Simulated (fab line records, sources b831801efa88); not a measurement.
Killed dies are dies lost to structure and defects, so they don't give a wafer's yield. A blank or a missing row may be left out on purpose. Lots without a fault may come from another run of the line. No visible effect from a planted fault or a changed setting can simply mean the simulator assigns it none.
A sampling plan put to the test :: flow sky130 :: each of the 51 faults these records tell of, on one fab line, judged from the records of the lots it struck
What counts as the plan is the set of the line's own looks, namely the steps on the route at which a gauge or an inspection reads a wafer and does not change it. A look is open to judgement when struck wafers have a number at it and the file gives its usual mean and standard deviation on fault-free wafers. Caught: 4 or more of those standard deviations (sigma) separate the usual mean from the mean of the struck wafers at a look after the fault's first step. On the tool: the same test on the tool's own readings at the fault's steps. A different recipe on the struck wafers counts as caught too, as does a record blank only for those wafers.

== THE FAULTS, as the simulator had put them in ==
1. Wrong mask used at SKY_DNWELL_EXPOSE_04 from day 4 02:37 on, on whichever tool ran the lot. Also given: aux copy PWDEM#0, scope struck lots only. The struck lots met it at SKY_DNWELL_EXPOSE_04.
2. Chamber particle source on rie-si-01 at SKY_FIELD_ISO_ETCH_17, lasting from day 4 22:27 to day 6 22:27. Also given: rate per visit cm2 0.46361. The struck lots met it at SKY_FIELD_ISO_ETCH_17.
3. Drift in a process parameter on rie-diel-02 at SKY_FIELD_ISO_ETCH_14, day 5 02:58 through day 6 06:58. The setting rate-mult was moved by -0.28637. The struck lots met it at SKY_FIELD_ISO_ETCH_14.
4. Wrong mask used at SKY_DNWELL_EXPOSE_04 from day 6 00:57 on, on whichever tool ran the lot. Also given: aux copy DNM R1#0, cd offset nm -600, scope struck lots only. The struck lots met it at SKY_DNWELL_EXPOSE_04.
5. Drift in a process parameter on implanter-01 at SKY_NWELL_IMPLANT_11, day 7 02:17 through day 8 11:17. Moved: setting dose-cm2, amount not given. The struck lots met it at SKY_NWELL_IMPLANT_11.
6. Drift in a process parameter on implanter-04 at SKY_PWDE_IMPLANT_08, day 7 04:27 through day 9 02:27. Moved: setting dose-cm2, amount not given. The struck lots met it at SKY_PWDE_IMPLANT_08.
7. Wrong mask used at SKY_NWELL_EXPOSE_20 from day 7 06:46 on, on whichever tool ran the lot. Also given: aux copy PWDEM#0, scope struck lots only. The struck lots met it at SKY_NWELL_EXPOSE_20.
8. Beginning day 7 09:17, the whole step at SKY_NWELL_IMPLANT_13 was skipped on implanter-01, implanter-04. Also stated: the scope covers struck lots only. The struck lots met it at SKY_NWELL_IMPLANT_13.
9. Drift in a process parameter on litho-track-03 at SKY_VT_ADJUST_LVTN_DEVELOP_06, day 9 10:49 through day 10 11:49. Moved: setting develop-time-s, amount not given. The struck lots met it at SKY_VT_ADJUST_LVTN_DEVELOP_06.
10. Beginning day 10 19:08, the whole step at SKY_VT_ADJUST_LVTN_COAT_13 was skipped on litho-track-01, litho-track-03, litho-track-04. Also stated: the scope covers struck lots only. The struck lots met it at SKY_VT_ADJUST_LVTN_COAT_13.
11. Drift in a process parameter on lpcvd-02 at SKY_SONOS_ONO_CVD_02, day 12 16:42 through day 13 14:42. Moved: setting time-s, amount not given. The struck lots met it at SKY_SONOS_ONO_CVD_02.
12. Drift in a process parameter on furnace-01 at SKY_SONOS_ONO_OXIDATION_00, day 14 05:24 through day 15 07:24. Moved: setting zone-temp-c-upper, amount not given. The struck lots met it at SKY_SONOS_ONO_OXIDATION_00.
13. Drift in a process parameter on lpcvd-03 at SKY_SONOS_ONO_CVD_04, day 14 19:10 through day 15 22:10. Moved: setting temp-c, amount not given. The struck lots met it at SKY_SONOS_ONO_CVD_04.
14. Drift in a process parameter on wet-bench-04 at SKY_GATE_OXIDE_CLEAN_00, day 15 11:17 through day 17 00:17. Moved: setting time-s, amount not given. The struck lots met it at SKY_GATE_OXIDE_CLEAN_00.
15. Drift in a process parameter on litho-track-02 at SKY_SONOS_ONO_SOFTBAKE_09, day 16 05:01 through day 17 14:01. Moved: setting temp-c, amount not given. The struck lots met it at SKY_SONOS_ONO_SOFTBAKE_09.
16. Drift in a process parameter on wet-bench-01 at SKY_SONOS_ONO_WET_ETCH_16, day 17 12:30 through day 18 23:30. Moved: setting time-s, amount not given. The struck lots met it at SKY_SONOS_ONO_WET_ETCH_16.
17. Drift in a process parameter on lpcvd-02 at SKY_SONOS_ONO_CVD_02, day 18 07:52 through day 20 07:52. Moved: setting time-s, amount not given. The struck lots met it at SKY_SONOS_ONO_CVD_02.
18. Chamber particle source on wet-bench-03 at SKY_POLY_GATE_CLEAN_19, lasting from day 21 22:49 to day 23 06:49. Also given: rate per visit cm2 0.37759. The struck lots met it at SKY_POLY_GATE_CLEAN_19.
19. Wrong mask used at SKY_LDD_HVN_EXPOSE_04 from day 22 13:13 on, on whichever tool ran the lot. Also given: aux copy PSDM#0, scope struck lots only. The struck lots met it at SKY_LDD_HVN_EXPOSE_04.
20. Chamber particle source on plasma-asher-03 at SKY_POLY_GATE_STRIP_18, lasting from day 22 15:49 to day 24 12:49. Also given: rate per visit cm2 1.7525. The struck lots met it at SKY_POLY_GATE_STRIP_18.
21. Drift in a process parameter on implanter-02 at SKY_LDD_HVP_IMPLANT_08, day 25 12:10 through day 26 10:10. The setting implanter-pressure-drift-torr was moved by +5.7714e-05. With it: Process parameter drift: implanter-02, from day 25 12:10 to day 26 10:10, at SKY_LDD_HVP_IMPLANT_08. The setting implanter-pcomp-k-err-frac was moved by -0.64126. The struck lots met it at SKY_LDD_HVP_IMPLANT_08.
22. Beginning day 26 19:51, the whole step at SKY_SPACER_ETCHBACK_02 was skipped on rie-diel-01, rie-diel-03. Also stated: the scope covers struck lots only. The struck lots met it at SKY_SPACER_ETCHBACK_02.
23. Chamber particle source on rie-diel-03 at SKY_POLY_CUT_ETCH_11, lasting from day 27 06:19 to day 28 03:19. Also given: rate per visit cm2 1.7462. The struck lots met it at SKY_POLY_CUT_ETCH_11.
24. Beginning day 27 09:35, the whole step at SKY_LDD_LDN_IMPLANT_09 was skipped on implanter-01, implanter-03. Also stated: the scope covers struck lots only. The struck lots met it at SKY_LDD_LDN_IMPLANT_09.
25. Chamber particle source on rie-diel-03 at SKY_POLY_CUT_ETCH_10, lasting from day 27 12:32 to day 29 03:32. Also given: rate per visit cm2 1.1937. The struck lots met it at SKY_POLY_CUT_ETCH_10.
26. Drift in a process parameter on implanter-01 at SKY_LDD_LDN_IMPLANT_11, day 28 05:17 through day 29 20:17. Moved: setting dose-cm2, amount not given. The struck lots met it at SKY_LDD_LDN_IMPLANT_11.
27. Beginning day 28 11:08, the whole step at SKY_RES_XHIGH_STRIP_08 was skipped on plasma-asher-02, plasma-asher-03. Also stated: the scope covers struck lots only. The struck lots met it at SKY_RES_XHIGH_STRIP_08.
28. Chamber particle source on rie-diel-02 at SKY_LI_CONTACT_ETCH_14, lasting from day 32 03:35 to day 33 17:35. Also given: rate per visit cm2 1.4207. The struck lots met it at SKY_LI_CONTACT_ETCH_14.
29. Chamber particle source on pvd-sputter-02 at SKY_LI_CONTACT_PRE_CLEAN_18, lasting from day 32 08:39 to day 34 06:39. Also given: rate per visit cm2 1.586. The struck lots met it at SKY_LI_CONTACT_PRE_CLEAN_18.
30. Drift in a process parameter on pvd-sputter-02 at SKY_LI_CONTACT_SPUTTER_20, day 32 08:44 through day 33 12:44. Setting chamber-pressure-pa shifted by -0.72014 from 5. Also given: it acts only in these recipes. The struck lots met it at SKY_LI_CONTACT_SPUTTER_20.
31. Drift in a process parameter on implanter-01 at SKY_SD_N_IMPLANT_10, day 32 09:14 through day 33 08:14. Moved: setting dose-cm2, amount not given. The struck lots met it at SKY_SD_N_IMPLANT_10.
32. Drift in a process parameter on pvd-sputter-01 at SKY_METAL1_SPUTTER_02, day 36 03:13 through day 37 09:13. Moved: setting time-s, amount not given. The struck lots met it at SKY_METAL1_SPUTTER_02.
33. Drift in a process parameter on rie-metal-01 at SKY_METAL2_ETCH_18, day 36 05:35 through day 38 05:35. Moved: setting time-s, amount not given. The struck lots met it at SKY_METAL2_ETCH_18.
34. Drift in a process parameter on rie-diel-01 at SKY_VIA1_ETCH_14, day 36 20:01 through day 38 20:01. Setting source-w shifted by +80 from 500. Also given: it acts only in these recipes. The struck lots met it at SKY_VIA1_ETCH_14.
35. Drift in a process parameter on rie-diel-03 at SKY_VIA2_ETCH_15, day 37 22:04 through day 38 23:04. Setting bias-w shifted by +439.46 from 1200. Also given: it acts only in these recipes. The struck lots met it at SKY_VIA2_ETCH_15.
36. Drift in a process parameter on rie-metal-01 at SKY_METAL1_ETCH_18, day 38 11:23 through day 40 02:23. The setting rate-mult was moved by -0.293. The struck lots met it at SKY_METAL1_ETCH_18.
37. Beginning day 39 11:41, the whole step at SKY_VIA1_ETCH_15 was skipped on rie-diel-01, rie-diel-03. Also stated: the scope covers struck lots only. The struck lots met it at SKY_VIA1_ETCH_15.
38. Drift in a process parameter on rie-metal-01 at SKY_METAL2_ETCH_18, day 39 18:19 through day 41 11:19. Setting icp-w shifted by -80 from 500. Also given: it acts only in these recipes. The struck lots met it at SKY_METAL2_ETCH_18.
39. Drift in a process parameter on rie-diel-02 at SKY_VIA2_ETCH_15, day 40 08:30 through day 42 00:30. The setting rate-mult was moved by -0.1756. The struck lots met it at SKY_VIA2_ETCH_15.
40. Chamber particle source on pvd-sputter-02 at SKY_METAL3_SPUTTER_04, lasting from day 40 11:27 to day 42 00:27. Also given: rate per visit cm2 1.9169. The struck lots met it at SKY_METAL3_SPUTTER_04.
41. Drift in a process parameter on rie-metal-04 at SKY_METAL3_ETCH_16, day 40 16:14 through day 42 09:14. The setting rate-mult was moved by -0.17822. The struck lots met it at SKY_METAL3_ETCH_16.
42. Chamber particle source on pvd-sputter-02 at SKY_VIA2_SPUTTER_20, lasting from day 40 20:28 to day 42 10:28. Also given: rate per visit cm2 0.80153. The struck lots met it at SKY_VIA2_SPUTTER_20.
43. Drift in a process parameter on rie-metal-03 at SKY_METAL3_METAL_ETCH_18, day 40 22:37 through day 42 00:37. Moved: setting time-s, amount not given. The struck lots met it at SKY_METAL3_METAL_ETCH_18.
44. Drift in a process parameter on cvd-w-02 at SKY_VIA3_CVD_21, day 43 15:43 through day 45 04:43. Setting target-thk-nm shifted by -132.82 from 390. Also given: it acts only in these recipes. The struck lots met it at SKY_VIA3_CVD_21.
45. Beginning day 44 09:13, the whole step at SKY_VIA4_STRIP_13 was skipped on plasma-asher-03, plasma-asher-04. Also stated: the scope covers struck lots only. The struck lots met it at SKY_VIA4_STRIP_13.
46. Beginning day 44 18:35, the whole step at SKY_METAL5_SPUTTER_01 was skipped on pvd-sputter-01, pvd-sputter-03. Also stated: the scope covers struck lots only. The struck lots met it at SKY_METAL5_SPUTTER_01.
47. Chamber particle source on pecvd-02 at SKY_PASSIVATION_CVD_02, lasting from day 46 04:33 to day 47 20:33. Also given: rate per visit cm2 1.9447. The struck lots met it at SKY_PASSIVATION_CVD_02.
48. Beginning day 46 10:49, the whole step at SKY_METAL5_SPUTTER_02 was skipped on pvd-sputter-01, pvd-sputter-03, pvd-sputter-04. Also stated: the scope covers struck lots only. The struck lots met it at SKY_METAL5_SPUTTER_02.
49. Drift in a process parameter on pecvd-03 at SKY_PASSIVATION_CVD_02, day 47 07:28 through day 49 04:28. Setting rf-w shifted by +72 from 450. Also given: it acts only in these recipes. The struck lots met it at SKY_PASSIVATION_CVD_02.
50. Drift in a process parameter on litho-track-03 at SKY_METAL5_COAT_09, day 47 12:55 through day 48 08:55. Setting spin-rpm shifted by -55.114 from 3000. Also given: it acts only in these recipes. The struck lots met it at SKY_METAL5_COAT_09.
51. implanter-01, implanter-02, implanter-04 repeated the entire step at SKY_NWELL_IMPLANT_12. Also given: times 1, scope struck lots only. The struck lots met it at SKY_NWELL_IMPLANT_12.

== WHAT THE PLAN SAW ==
fault: 1
on the tool itself: no reading that can be judged
first look that catches it: SKY_DNWELL_TW_MEAS_09
reading, sigma: DNWELL_TW -99 or beyond
median hours from its first step to that look: 8.4
hours from the fault's start to the first struck lot there: 13
judged looks passed uncaught: 0

fault: 2
on the tool itself: under 2 sigma
first look that catches it: not the one look that can be judged after it
reading, sigma: -
median hours from its first step to that look: -
hours from the fault's start to the first struck lot there: -
judged looks passed uncaught: 1

fault: 3
on the tool itself: oes-product-au -5.9 sigma
first look that catches it: not the one look that can be judged after it
reading, sigma: -
median hours from its first step to that look: -
hours from the fault's start to the first struck lot there: -
judged looks passed uncaught: 1

fault: 4
on the tool itself: no reading that can be judged
first look that catches it: no look after it can be judged
reading, sigma: -
median hours from its first step to that look: -
hours from the fault's start to the first struck lot there: -
judged looks passed uncaught: 0

fault: 5
on the tool itself: dose-ions-cm2 +99 or beyond sigma
first look that catches it: SKY_NWELL_TW_MEAS_15
reading, sigma: NWELL_TW +99 or beyond
median hours from its first step to that look: 0.5
hours from the fault's start to the first struck lot there: 4
judged looks passed uncaught: 0

fault: 6
on the tool itself: dose-ions-cm2 -99 or beyond sigma
first look that catches it: SKY_PWDE_TW_MEAS_10
reading, sigma: PWDE_TW -11
median hours from its first step to that look: 0.2
hours from the fault's start to the first struck lot there: 8
judged looks passed uncaught: 0

fault: 7
on the tool itself: no reading that can be judged
first look that catches it: SKY_NWELL_TW_MEAS_26
reading, sigma: NWELL_2_TW -99 or beyond
median hours from its first step to that look: 9.8
hours from the fault's start to the first struck lot there: 12
judged looks passed uncaught: 0

fault: 8
on the tool itself: the tool's record is blank for the struck wafers
first look that catches it: SKY_NWELL_RS_MEAS_29
reading, sigma: NWELL_RS +16
median hours from its first step to that look: 20.4
hours from the fault's start to the first struck lot there: 24
judged looks passed uncaught: 0

fault: 9
on the tool itself: no reading that can be judged
first look that catches it: SKY_VT_ADJUST_LVTN_TW_MEAS_10
reading, sigma: VT_ADJUST_LVTN_TW -99 or beyond
median hours from its first step to that look: 1.1
hours from the fault's start to the first struck lot there: 3
judged looks passed uncaught: 0

fault: 10
on the tool itself: the tool's record is blank for the struck wafers
first look that catches it: SKY_VT_ADJUST_NCORE_TW_MEAS_11
reading, sigma: VT_ADJUST_NCORE_TW +32
median hours from its first step to that look: 37.0
hours from the fault's start to the first struck lot there: 39
judged looks passed uncaught: 1

fault: 11
on the tool itself: no reading that can be judged
first look that catches it: SKY_SONOS_ONO_THK_MEAS_03
reading, sigma: SONOS_ONO_CVD_02_THK +11
median hours from its first step to that look: 1.1
hours from the fault's start to the first struck lot there: 6
judged looks passed uncaught: 0

fault: 12
on the tool itself: spike-tc-upper-C +18 sigma
first look that catches it: not the one look that can be judged after it
reading, sigma: -
median hours from its first step to that look: -
hours from the fault's start to the first struck lot there: -
judged looks passed uncaught: 1

fault: 13
on the tool itself: susceptor-temp-C +59 sigma
first look that catches it: SKY_SONOS_ONO_THK_MEAS_05
reading, sigma: SONOS_ONO_CVD_04_THK +24
median hours from its first step to that look: 1.3
hours from the fault's start to the first struck lot there: 8
judged looks passed uncaught: 0

fault: 14
on the tool itself: run-length-s -21 sigma
first look that catches it: none of the 3 looks that can be judged after it
reading, sigma: -
median hours from its first step to that look: -
hours from the fault's start to the first struck lot there: -
judged looks passed uncaught: 3

fault: 15
on the tool itself: heater-power-total-W +85 sigma
first look that catches it: no look after it can be judged
reading, sigma: -
median hours from its first step to that look: -
hours from the fault's start to the first struck lot there: -
judged looks passed uncaught: 0

fault: 16
on the tool itself: run-length-s -58 sigma
first look that catches it: none of the 4 looks that can be judged after it
reading, sigma: -
median hours from its first step to that look: -
hours from the fault's start to the first struck lot there: -
judged looks passed uncaught: 4

fault: 17
on the tool itself: under 2 sigma
first look that catches it: SKY_SONOS_ONO_THK_MEAS_03
reading, sigma: SONOS_ONO_CVD_02_THK -5.8
median hours from its first step to that look: 1.1
hours from the fault's start to the first struck lot there: 7
judged looks passed uncaught: 0

fault: 18
on the tool itself: no reading that can be judged
first look that catches it: none of the 5 looks that can be judged after it
reading, sigma: -
median hours from its first step to that look: -
hours from the fault's start to the first struck lot there: -
judged looks passed uncaught: 5

fault: 19
on the tool itself: no reading that can be judged
first look that catches it: SKY_LDD_HVN_TW_MEAS_10
reading, sigma: LDD_HVN_TW -99 or beyond
median hours from its first step to that look: 15.5
hours from the fault's start to the first struck lot there: 16
judged looks passed uncaught: 0

fault: 20
on the tool itself: under 2 sigma
first look that catches it: none of the 2 looks that can be judged after it
reading, sigma: -
median hours from its first step to that look: -
hours from the fault's start to the first struck lot there: -
judged looks passed uncaught: 2

fault: 21
on the tool itself: end-station-pressure-torr +99 or beyond sigma
first look that catches it: SKY_LDD_HVP_TW_MEAS_10
reading, sigma: LDD_HVP_TW +4.3
median hours from its first step to that look: 0.2
hours from the fault's start to the first struck lot there: 16
judged looks passed uncaught: 0

fault: 22
on the tool itself: the tool's record is blank for the struck wafers
first look that catches it: no look after it can be judged
reading, sigma: -
median hours from its first step to that look: -
hours from the fault's start to the first struck lot there: -
judged looks passed uncaught: 0

fault: 23
on the tool itself: under 2 sigma
first look that catches it: not the one look that can be judged after it
reading, sigma: -
median hours from its first step to that look: -
hours from the fault's start to the first struck lot there: -
judged looks passed uncaught: 1

fault: 24
on the tool itself: the tool's record is blank for the struck wafers
first look that catches it: SKY_LDD_LDN_TW_MEAS_13
reading, sigma: LDD_LDN_TW -13
median hours from its first step to that look: 0.5
hours from the fault's start to the first struck lot there: 1
judged looks passed uncaught: 0

fault: 25
on the tool itself: under 2 sigma
first look that catches it: not the one look that can be judged after it
reading, sigma: -
median hours from its first step to that look: -
hours from the fault's start to the first struck lot there: -
judged looks passed uncaught: 1

fault: 26
on the tool itself: dose-ions-cm2 -99 or beyond sigma
first look that catches it: SKY_LDD_LDN_TW_MEAS_13
reading, sigma: LDD_LDN_TW -8.1
median hours from its first step to that look: 0.2
hours from the fault's start to the first struck lot there: 1
judged looks passed uncaught: 0

fault: 27
on the tool itself: the tool's record is blank for the struck wafers
first look that catches it: SKY_SD_N_TW_MEAS_12
reading, sigma: SD_N_TW -99 or beyond
median hours from its first step to that look: 29.2
hours from the fault's start to the first struck lot there: 31
judged looks passed uncaught: 1

fault: 28
on the tool itself: under 2 sigma
first look that catches it: no look after it can be judged
reading, sigma: -
median hours from its first step to that look: -
hours from the fault's start to the first struck lot there: -
judged looks passed uncaught: 0

fault: 29
on the tool itself: no reading that can be judged
first look that catches it: not the one look that can be judged after it
reading, sigma: -
median hours from its first step to that look: -
hours from the fault's start to the first struck lot there: -
judged looks passed uncaught: 1

fault: 30
on the tool itself: chamber-pressure-pa -72 sigma
first look that catches it: no look after it can be judged
reading, sigma: -
median hours from its first step to that look: -
hours from the fault's start to the first struck lot there: -
judged looks passed uncaught: 0

fault: 31
on the tool itself: dose-ions-cm2 +99 or beyond sigma
first look that catches it: SKY_SD_N_RS_MEAS_16
reading, sigma: SD_N_RS -14
median hours from its first step to that look: 0.5
hours from the fault's start to the first struck lot there: 4
judged looks passed uncaught: 0

fault: 32
on the tool itself: under 2 sigma
first look that catches it: SKY_METAL1_RS_MEAS_05
reading, sigma: METAL1_ALCU_RS +18
median hours from its first step to that look: 0.1
hours from the fault's start to the first struck lot there: 5
judged looks passed uncaught: 0

fault: 33
on the tool itself: run-length-s +31 sigma
first look that catches it: no look after it can be judged
reading, sigma: -
median hours from its first step to that look: -
hours from the fault's start to the first struck lot there: -
judged looks passed uncaught: 0

fault: 34
on the tool itself: rf-fwd-power-W +34 sigma
first look that catches it: not the one look that can be judged after it
reading, sigma: -
median hours from its first step to that look: -
hours from the fault's start to the first struck lot there: -
judged looks passed uncaught: 1

fault: 35
on the tool itself: bias-w +99 or beyond sigma
first look that catches it: no look after it can be judged
reading, sigma: -
median hours from its first step to that look: -
hours from the fault's start to the first struck lot there: -
judged looks passed uncaught: 0

fault: 36
on the tool itself: oes-product-au -8.7 sigma
first look that catches it: no look after it can be judged
reading, sigma: -
median hours from its first step to that look: -
hours from the fault's start to the first struck lot there: -
judged looks passed uncaught: 0

fault: 37
on the tool itself: the tool's record is blank for the struck wafers
first look that catches it: no look after it can be judged
reading, sigma: -
median hours from its first step to that look: -
hours from the fault's start to the first struck lot there: -
judged looks passed uncaught: 0

fault: 38
on the tool itself: rf-fwd-power-W -29 sigma
first look that catches it: no look after it can be judged
reading, sigma: -
median hours from its first step to that look: -
hours from the fault's start to the first struck lot there: -
judged looks passed uncaught: 0

fault: 39
on the tool itself: oes-product-au -9.0 sigma
first look that catches it: no look after it can be judged
reading, sigma: -
median hours from its first step to that look: -
hours from the fault's start to the first struck lot there: -
judged looks passed uncaught: 0

fault: 40
on the tool itself: under 2 sigma
first look that catches it: no look after it can be judged
reading, sigma: -
median hours from its first step to that look: -
hours from the fault's start to the first struck lot there: -
judged looks passed uncaught: 0

fault: 41
on the tool itself: under 2 sigma
first look that catches it: no look after it can be judged
reading, sigma: -
median hours from its first step to that look: -
hours from the fault's start to the first struck lot there: -
judged looks passed uncaught: 0

fault: 42
on the tool itself: under 2 sigma
first look that catches it: not the one look that can be judged after it
reading, sigma: -
median hours from its first step to that look: -
hours from the fault's start to the first struck lot there: -
judged looks passed uncaught: 1

fault: 43
on the tool itself: run-length-s -26 sigma
first look that catches it: no look after it can be judged
reading, sigma: -
median hours from its first step to that look: -
hours from the fault's start to the first struck lot there: -
judged looks passed uncaught: 0

fault: 44
on the tool itself: under 2 sigma
first look that catches it: SKY_VIA3_RS_MEAS_22
reading, sigma: VIA3_W_RS +63
median hours from its first step to that look: 0.1
hours from the fault's start to the first struck lot there: 9
judged looks passed uncaught: 0

fault: 45
on the tool itself: the tool's record is blank for the struck wafers
first look that catches it: no look after it can be judged
reading, sigma: -
median hours from its first step to that look: -
hours from the fault's start to the first struck lot there: -
judged looks passed uncaught: 0

fault: 46
on the tool itself: the tool's record is blank for the struck wafers
first look that catches it: no look after it can be judged
reading, sigma: -
median hours from its first step to that look: -
hours from the fault's start to the first struck lot there: -
judged looks passed uncaught: 0

fault: 47
on the tool itself: under 2 sigma
first look that catches it: no look after it can be judged
reading, sigma: -
median hours from its first step to that look: -
hours from the fault's start to the first struck lot there: -
judged looks passed uncaught: 0

fault: 48
on the tool itself: the tool's record is blank for the struck wafers
first look that catches it: SKY_METAL5_RS_MEAS_05
reading, sigma: METAL5_ALCU_RS +99 or beyond
median hours from its first step to that look: 0.1
hours from the fault's start to the first struck lot there: 2
judged looks passed uncaught: 0

fault: 49
on the tool itself: rf-fwd-power-W +51 sigma
first look that catches it: SKY_PASSIVATION_THK_MEAS_03
reading, sigma: PASSIVATION_CVD_02_THK +4.1
median hours from its first step to that look: 0.3
hours from the fault's start to the first struck lot there: 10
judged looks passed uncaught: 0

fault: 50
on the tool itself: spin-speed-rpm -25 sigma
first look that catches it: no look after it can be judged
reading, sigma: -
median hours from its first step to that look: -
hours from the fault's start to the first struck lot there: -
judged looks passed uncaught: 0

fault: 51
on the tool itself: no reading that can be judged
first look that catches it: SKY_NWELL_RS_MEAS_29
reading, sigma: NWELL_RS -19
median hours from its first step to that look: 20.6
hours from the fault's start to the first struck lot there: -
judged looks passed uncaught: 0
Dash: fault not caught, or number not given in these records.

Caught at a look: 21 of 51. Caught on the tool: 30 of 51. By one or the other: 39 of 51.
Faults 3, 12, 14, 15, 16, 22, 30, 33, 34, 35, 36, 37, 38, 39, 43, 45, 46, 50 were caught on the tool alone.
Caught at a look alone: faults 1, 7, 9, 11, 17, 19, 32, 44, 51.
Caught by neither: faults 2, 4, 18, 20, 23, 25, 28, 29, 40, 41, 42, 47.

== THINNER SAMPLING ==
If the look that catches a fault measured only every second or every third lot, by lot number, the first struck lot would be measured this late in the worst case:
fault: 1
struck lots at that look, in order of time: L328
every lot: 13 h
every second lot: may miss it
every third lot: may miss it

fault: 5
struck lots at that look, in order of time: L234, L235, L237
every lot: 4 h
every second lot: 10 h
every third lot: may miss all 3

fault: 6
struck lots at that look, in order of time: L778, L783
every lot: 8 h
every second lot: 40 h
every third lot: may miss all 2

fault: 7
struck lots at that look, in order of time: L959
every lot: 12 h
every second lot: may miss it
every third lot: may miss it

fault: 8
struck lots at that look, in order of time: L532, L533, L534
every lot: 24 h
every second lot: 28 h
every third lot: 33 h

fault: 9
struck lots at that look, in order of time: L783, L784
every lot: 3 h
every second lot: 11 h
every third lot: may miss all 2

fault: 10
struck lots at that look, in order of time: L927, L928, L929
every lot: 39 h
every second lot: 44 h
every third lot: 56 h

fault: 11
struck lots at that look, in order of time: L698, L699
every lot: 6 h
every second lot: 17 h
every third lot: may miss all 2

fault: 13
struck lots at that look, in order of time: L808, L809, L810
every lot: 8 h
every second lot: 22 h
every third lot: 22 h

fault: 17
struck lots at that look, in order of time: L525, L526
every lot: 7 h
every second lot: 31 h
every third lot: may miss all 2

fault: 19
struck lots at that look, in order of time: L384
every lot: 16 h
every second lot: may miss it
every third lot: may miss it

fault: 21
struck lots at that look, in order of time: L906, L905
every lot: 16 h
every second lot: 17 h
every third lot: may miss all 2

fault: 24
struck lots at that look, in order of time: L383, L386, L385
every lot: 1 h
every second lot: 8 h
every third lot: may miss all 3

fault: 26
struck lots at that look, in order of time: L523, L525, L526
every lot: 1 h
every second lot: 27 h
every third lot: may miss all 3

fault: 27
struck lots at that look, in order of time: L910, L912
every lot: 31 h
every second lot: may miss all 2
every third lot: may miss all 2

fault: 31
struck lots at that look, in order of time: L974, L975, L976
every lot: 4 h
every second lot: 14 h
every third lot: 16 h

fault: 32
struck lots at that look, in order of time: L656, L659
every lot: 5 h
every second lot: 11 h
every third lot: may miss all 2

fault: 44
struck lots at that look, in order of time: L880, L881
every lot: 9 h
every second lot: 10 h
every third lot: may miss all 2

fault: 48
struck lots at that look, in order of time: L883, L882, L884
every lot: 2 h
every second lot: 4 h
every third lot: 10 h

fault: 49
struck lots at that look, in order of time: L133, L135
every lot: 10 h
every second lot: may miss all 2
every third lot: may miss all 2
Hours count from the start of the fault until the first struck lot that is measured. The test against the limit of 4 sigma pooled every struck wafer, which means one lot taken alone may stay below that limit. Other struck lots may not be in these records.

== THE LONGEST TIMED WAY FROM STEP TO LOOK ==
Fault 10: a median of 37.0 hours passes between SKY_VT_ADJUST_LVTN_COAT_13 and SKY_VT_ADJUST_NCORE_TW_MEAS_11. The look between them that can be judged stayed within 4 sigma: SKY_VT_ADJUST_LVTN_TW_MEAS_21.
